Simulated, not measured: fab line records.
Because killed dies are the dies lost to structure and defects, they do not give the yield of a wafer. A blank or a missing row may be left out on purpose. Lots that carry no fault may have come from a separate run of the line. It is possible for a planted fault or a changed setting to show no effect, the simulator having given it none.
fab line records | flow sky130
[record] lots = 12 wafers = 34 last_day = 50
route steps=708 shown SONOS_TUNNEL@162 LOCAL_INTERCONNECT@400 CONTACT@421 METAL1@449 PAD_OPEN@708
lots that met no fault: from a run of the same line without faults
start_h: hours from the record's opening day to when the first of the lot's shown wafers began | wait_h: how many hours have passed since the lot's step before this one | " the same as in the row above | L1.1+2: one row covering several wafers at once | - either no value or no given start | * or withheld: withheld | < > ~ a bound
route shown NAME@n: names a module that has steps shown in the file, with the first one's number in the route | usual: the fault-free wafers' mean and standard deviation | same: alike in all rows | chamber/n: place in a boat | sites: each site's reading | _std_site: their standard deviation | _edge_site: inner sites' mean taken away from outer sites' mean | radius_mm: for every site, how far away it sits from the centre of the wafer | mask NAME#n: copy n | behind: tool/chamber where the wafer was last shaped | hold: why the lot was held/for how many hours/how that ended | device: whichever transistor did not switch (one of n, p or np) | end of line: tests of these same wafers at the route's end | a step without rows: its recipe alone | killed: dies lost to structure and defects at the first sort, not the wafer's yield | map: a wafer's dies, marking killed ones x, the rest . and places with no die _
set.NAME: the setting the step ran with; set.NAME@STEP: the setting that earlier step ran with | model.NAME: the simulator's own value behind a step, which no gauge read
the route's steps for a sample of lots (tables are steps, rows are wafers)
services: a tool's chamber out of use, with start hour (start_h, from the record's first day; less than 0 if before it), hours out, and reason
[[steps]]
[step SKY_SONOS_TUNNEL_OVL_MEAS_08]
[usual] SONOS_TUNNEL_OVL = 0.7/1.3
// columns lot.wafer tool chamber start_h wait_h SONOS_TUNNEL_OVL[nm]
L261.4 overlay-02 - 248.77 0.1 2.7
L261.5 " - " " 2.7
L261.6 " - " " 2.5
L262.1 overlay-01 - 255.10 0.1 2.3
L262.4 " - " " 1.2
L262.5 " - " " -0.3
L264.1 overlay-02 - 273.99 0.1 0.4
L264.3 " - " " -0.4
L264.5 " - " " -0.3
L265.2 overlay-02 - 278.70 0.1 2.6
L265.4 " - " " 1.3
L265.5 " - " " 0.3
L266.2 overlay-01 - 295.90 0.1 1.0
L266.4 " - " " 2.5
L266.5 " - " " 1.3
L268.2 overlay-02 - 300.79 0.1 2.6
L268.3 " - " " 2.0
L268.4 " - " " 2.5
L269.3 overlay-01 - 309.11 0.1 2.4
L269.4 " - " " -0.5
L269.6 " - " " 1.8
L272.2 overlay-02 - 338.41 0.1 -0.3
L272.3 " - " " 1.2
L272.4 " - " " 0.0
L274.1 overlay-02 - 347.94 0.1 -1.4
L274.3 " - " " -0.2
L274.6 " - " " 0.0
L278.1 overlay-01 - 386.54 0.1 1.4
L278.4 " - " " -2.0
L278.6 " - " " -0.1
L280.3 overlay-01 - 397.75 0.1 -0.8
L280.4 " - " " -0.4
L283.4 overlay-01 - 425.31 0.1 0.0
L283.6 " - " " 1.1
[step SKY_LOCAL_INTERCONNECT_ETCH_13]
[recipe] chemistry = N2/H2 target = BARC ion_energy_ev = 200 bias_w = 100 pressure_mtorr = 30 n2_flow_sccm = 100 h2_flow_sccm = 200 icp_w = 500 stop_on = SiO2 time_s = 45.9 target_depth_a = 600
[usual] drypump_motor_current_A = 5.6/0.46 oes_product_au = 0.855/0.0049 run_length_s = 74.3/0.65 throttle_valve_pct = 13.227/0.0093
// columns lot.wafer tool chamber start_h wait_h drypump_motor_current_A oes_product_au rf_hours_counter_h run_length_s throttle_valve_pct
L261.4 rie_metal-02 0 701.92 0.0 5.0 0.853 - 74.6 13.241
L261.5 " 1 " " 5.5 0.861 - 73.8 13.220
L261.6 " 0 " " 5.1 0.851 - 74.2 13.221
L262.1 rie_metal-02 1 718.43 0.0 5.4 0.850 11 74.5 13.209
L262.4 " 0 " " 5.0 0.868 - 74.0 13.223
L262.5 " 1 " " 5.4 0.852 - 74.7 13.233
L264.1 rie_metal-03 1 730.03 0.0 5.4 0.852 13 74.4 13.222
L264.3 " 1 " " 5.4 0.861 - 74.1 13.235
L264.5 " 1 " " 5.3 0.855 - 74.4 13.206
L265.2 rie_metal-03 0 732.83 0.0 5.7 0.849 13 74.3 13.238
L265.4 " 1 " " 5.4 0.853 - 74.2 13.215
L265.5 " 0 " " 5.7 0.857 - 74.5 13.227
L266.2 rie_metal-03 1 755.31 0.0 5.4 0.854 - 74.1 13.233
L266.4 " 1 " " 5.4 0.851 - 74.3 13.215
L266.5 " 1 " " 5.3 0.857 - 74.2 13.206
L268.2 rie_metal-01 0 763.34 0.0 5.7 0.850 1 74.9 13.238
L268.3 " 0 " " 5.7 0.857 - 74.5 13.220
L268.4 " 1 " " 6.5 0.850 - 73.9 13.241
L269.3 rie_metal-03 1 775.72 0.0 5.4 0.853 - 74.3 13.231
L269.4 " 0 " " 5.7 0.856 - 74.6 13.219
L269.6 " 1 " " 5.4 0.852 - 74.5 13.240
L272.2 rie_metal-03 1 793.63 0.0 5.4 0.860 16 74.2 13.225
L272.3 " 0 " " 5.6 0.857 - 74.3 13.225
L272.4 " 1 " " 5.4 0.859 - 74.0 13.228
L274.1 rie_metal-01 1 809.18 0.0 6.5 0.858 14 73.6 13.229
L274.3 " 1 " " 6.5 0.856 - 73.5 13.215
L274.6 " 1 " " 6.5 0.853 - 73.5 13.235
L278.1 rie_metal-01 1 840.38 0.0 6.5 0.857 16 73.7 13.219
L278.4 " 0 " " 5.7 0.864 - 74.3 13.246
L278.6 " 0 " " 5.7 0.808 - 78.3 13.214
L280.3 rie_metal-01 1 851.00 0.0 6.5 0.810 - 77.8 13.228
L280.4 " 0 " " 5.7 0.848 - 74.6 13.219
L283.4 rie_metal-01 0 877.47 0.0 5.7 0.854 - 74.4 13.221
L283.6 " 0 " " 5.7 0.810 - 78.2 13.236
[step SKY_LOCAL_INTERCONNECT_STRIP_15]
[recipe] chemistry = O2/N2 power_w = 1400 pressure_mtorr = 1500 platen_temp_c = withheld o2_flow_sccm = 3000 n2_flow_sccm = 300 overash_fraction = 0.5
[usual] drypump_motor_current_A = 5.7/0.51 oes_product_au = 0.427/0.0051 strip_time_to_endpoint_s = 4.729/0.019
// columns lot.wafer tool chamber start_h wait_h drypump_motor_current_A oes_product_au rf_hours_counter_h strip_time_to_endpoint_s
L261.4 plasma_asher-04 0 702.05 0.1 5.0 0.426 - 4.766
L261.5 " 1 " " 5.3 0.421 - 4.725
L261.6 " 0 " " 5.0 0.421 - 4.776
L262.1 plasma_asher-02 1 718.54 0.0 5.4 0.434 105 4.744
L262.4 " 0 " " 5.6 0.422 - 4.705
L262.5 " 0 " " 5.6 0.433 - 4.712
L264.1 plasma_asher-01 1 730.14 0.0 6.0 0.430 31 4.717
L264.3 " 0 " " 6.6 0.424 - 4.704
L264.5 " 0 " " 6.6 0.425 - 4.719
L265.2 plasma_asher-02 0 732.94 0.0 5.6 0.429 107 4.733
L265.4 " 1 " " 5.4 0.428 - 4.737
L265.5 " 1 " " 5.4 0.426 - 4.735
L266.2 plasma_asher-04 1 755.51 0.1 5.3 0.433 93 4.712
L266.4 " 1 " " 5.3 0.427 - 4.710
L266.5 " 0 " " 5.0 0.437 - 4.714
L268.2 plasma_asher-02 0 763.45 0.0 5.6 0.422 2 4.699
L268.3 " 0 " " 5.6 0.428 - 4.702
L268.4 " 1 " " 5.3 0.427 - 4.731
L269.3 plasma_asher-04 1 775.85 0.1 5.3 0.430 - 4.713
L269.4 " 0 " " 5.0 0.425 - 4.763
L269.6 " 0 " " 5.0 0.429 - 4.718
L272.2 plasma_asher-01 1 793.74 0.0 6.0 0.427 37 4.746
L272.3 " 1 " " 6.0 0.423 - 4.741
L272.4 " 0 " " 6.6 0.423 - 4.743
L274.1 plasma_asher-01 0 809.29 0.0 6.7 0.427 39 4.741
L274.3 " 1 " " 6.0 0.424 - 4.732
L274.6 " 1 " " 6.0 0.435 - 4.741
L278.1 plasma_asher-02 0 840.49 0.0 5.6 0.417 9 4.692
L278.4 " 0 " " 5.6 0.426 - 4.718
L278.6 " 1 " " 5.4 0.422 - 4.652
L280.3 plasma_asher-02 0 851.13 0.1 5.6 0.441 - 4.702
L280.4 " 1 " " 5.4 0.427 - 4.731
L283.4 plasma_asher-01 1 877.60 0.1 6.0 0.430 - 4.696
L283.6 " 1 " " 6.0 0.424 - 4.691
[step SKY_CONTACT_OVL_MEAS_15]
[usual] CONTACT_OVL = 1/6
// columns lot.wafer tool chamber start_h wait_h CONTACT_OVL[nm]
L261.4 overlay-02 - 730.95 0.1 1
L261.5 " - " " 2
L261.6 " - " " 9
L262.1 overlay-02 - 747.95 0.1 -3
L262.4 " - " " 5
L262.5 " - " " -4
L264.1 overlay-02 - 759.05 0.1 5
L264.3 " - " " -1
L264.5 " - " " -1
L265.2 overlay-01 - 761.00 0.1 0
L265.4 " - " " -12
L265.5 " - " " 2
L266.2 overlay-01 - 783.01 0.1 -2
L266.4 " - " " -1
L266.5 " - " " 6
L268.2 overlay-02 - 791.75 0.1 -9
L268.3 " - " " -5
L268.4 " - " " -1
L269.3 overlay-02 - 803.50 0.1 7
L269.4 " - " " 0
L269.6 " - " " -2
L272.2 overlay-01 - 822.16 0.1 3
L272.3 " - " " 8
L272.4 " - " " 7
L274.1 overlay-02 - 836.85 0.1 1
L274.3 " - " " -12
L274.6 " - " " -6
L278.1 overlay-02 - 867.95 0.1 16
L278.4 " - " " 7
L278.6 " - " " 6
L280.3 overlay-02 - 878.35 0.1 5
L280.4 " - " " 5
L283.4 overlay-01 - 904.41 0.1 -1
L283.6 " - " " 3
[step SKY_METAL1_CD_MEAS_15]
[recipe] target_cd_nm = 140
[usual] cd_nm = 140.4/1.5
// columns lot.wafer tool chamber start_h wait_h cd_nm
L261.4 cd_sem-02 - 760.23 - 142.0
L261.5 " - " " 140.3
L261.6 " - " " 141.4
L262.1 cd_sem-01 - 776.97 - 141.4
L262.4 " - " " 141.3
L262.5 " - " " 143.0
L264.1 cd_sem-01 - 788.02 - 141.7
L264.3 " - " " 140.2
L264.5 " - " " 141.2
L265.2 cd_sem-01 - 790.27 - 141.4
L265.4 " - " " 140.6
L265.5 " - " " 139.1
L266.2 cd_sem-01 - 810.59 - 139.4
L266.4 " - " " 137.5
L266.5 " - " " 138.2
L268.2 cd_sem-01 - 820.09 - 140.8
L268.3 " - " " 141.2
L268.4 " - " " 142.0
L269.3 cd_sem-02 - 831.86 - 140.4
L269.4 " - " " 139.6
L269.6 " - " " 139.3
L272.2 cd_sem-01 - 849.89 - 141.1
L272.3 " - " " 140.3
L272.4 " - " " 139.2
L274.1 cd_sem-02 - 864.92 - 142.9
L274.3 " - " " 142.8
L274.6 " - " " 142.0
L278.1 cd_sem-01 - 894.92 - 141.4
L278.4 " - " " 139.9
L278.6 " - " " 140.7
L280.3 cd_sem-01 - 905.31 - 141.5
L280.4 " - " " 142.0
L283.4 cd_sem-02 - 930.98 - 139.4
L283.6 " - " " 136.7
[step SKY_PAD_OPEN_PROBE_99]
[usual] killed_at_M0_to_M3 = 42/7.3 killed_at_M4_up = 3.2/1.8 killed_at_contacts = 25/5.2 killed_at_front_end = 15/4.6 killed_at_other = 0.3/0.62 killed_dies = 85/9.9 killed_on_rim = 17/3.9 killed_open = 46/7.1 killed_short = 38/5.7
[same] gross_dies = 492 killed_at_back_side = 0
// columns lot.wafer tool chamber start_h wait_h killed_at_M0_to_M3 killed_at_M4_up killed_at_contacts killed_at_front_end killed_at_other killed_dies killed_on_rim killed_open killed_short
L280.3 prober-01 - 1180.69 0.2 40 4 28 21 0 93 14 48 43
// killed by level:class
L280.3 VIA1:geometric_particle:open=14 CONTACT:geometric_particle:open=11 FIELD_ISO:geometric_particle:open=7 METAL1:geometric_particle:short=7 VIA1:geometric_particle:short=7 LI_CONTACT:geometric_particle:open=6 CONTACT:geometric_particle:short=5 POLY_GATE:geometric_particle:short=4
[[services]]
// columns tool chamber start_h hours kind
plasma_asher-01 - 688.25 2.1 repair
rie_metal-03 0 695.61 1.2 repair
rie_metal-01 0 721.92 - clean
rie_metal-01 0 721.92 13.6 scheduled_down
rie_metal-01 0 721.92 13.6 vent_cycle
rie_metal-01 - 725.68 14.6 pm
rie_metal-02 0 730.43 - clean
plasma_asher-02 - 733.75 9.0 pm
plasma_asher-02 0 733.75 9.0 vent_cycle
plasma_asher-02 1 733.75 9.0 vent_cycle
rie_metal-03 0 739.77 - clean
rie_metal-03 0 739.77 17.2 scheduled_down
rie_metal-03 0 739.77 17.2 vent_cycle
plasma_asher-02 0 742.75 - clean
plasma_asher-02 1 742.75 - clean
rie_metal-02 - 786.34 2.5 repair
rie_metal-02 - 791.23 1.2 repair
rie_metal-03 1 823.13 - clean
rie_metal-03 1 823.13 22.9 scheduled_down
rie_metal-03 1 823.13 22.9 vent_cycle
rie_metal-03 - 844.20 1.1 repair
rie_metal-01 1 877.61 - clean
rie_metal-01 1 877.61 14.5 scheduled_down
rie_metal-01 1 877.61 14.5 vent_cycle
[[key]]
[first_sign] step = SKY_LOCAL_INTERCONNECT_ETCH_13 reading = oes_product_au direction = down sigmas = 9.3 usual = 0.855 struck = 0.809
[effect] step = SKY_LOCAL_INTERCONNECT_ETCH_13 reading = run_length_s direction = up sigmas = 5.8 usual = * struck = *
[effect] step = SKY_LOCAL_INTERCONNECT_STRIP_15 reading = strip_time_to_endpoint_s direction = down sigmas = 2.6 usual = * struck = *
met_at SKY_LOCAL_INTERCONNECT_ETCH_13
struck_lots L278,L280,L283
struck_wafers L278.6,L280.3,L283.6
tester_left_out L278,L280,L283
not_acting_at SKY_SONOS_TUNNEL_OVL_MEAS_08,SKY_CONTACT_OVL_MEAS_15,SKY_METAL1_CD_MEAS_15
onset_between 809.18 840.38
[fault] kind = process_parameter_drift tool = rie_metal-01 chamber = - onset_h = 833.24 steps = SKY_LOCAL_INTERCONNECT_ETCH_13 channel = time_s offset = * shape = step end_h = 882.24 scope = struck_wafers_only acts_in = * stated = *
// tester_left_out: of these lots the tester's yield and bins aren't shown, on N5 and GAA mostly nor the transistor test; their killed dies are dies lost to structure and defects alone, not to doping, threshold or leakage, so they don't give the yield
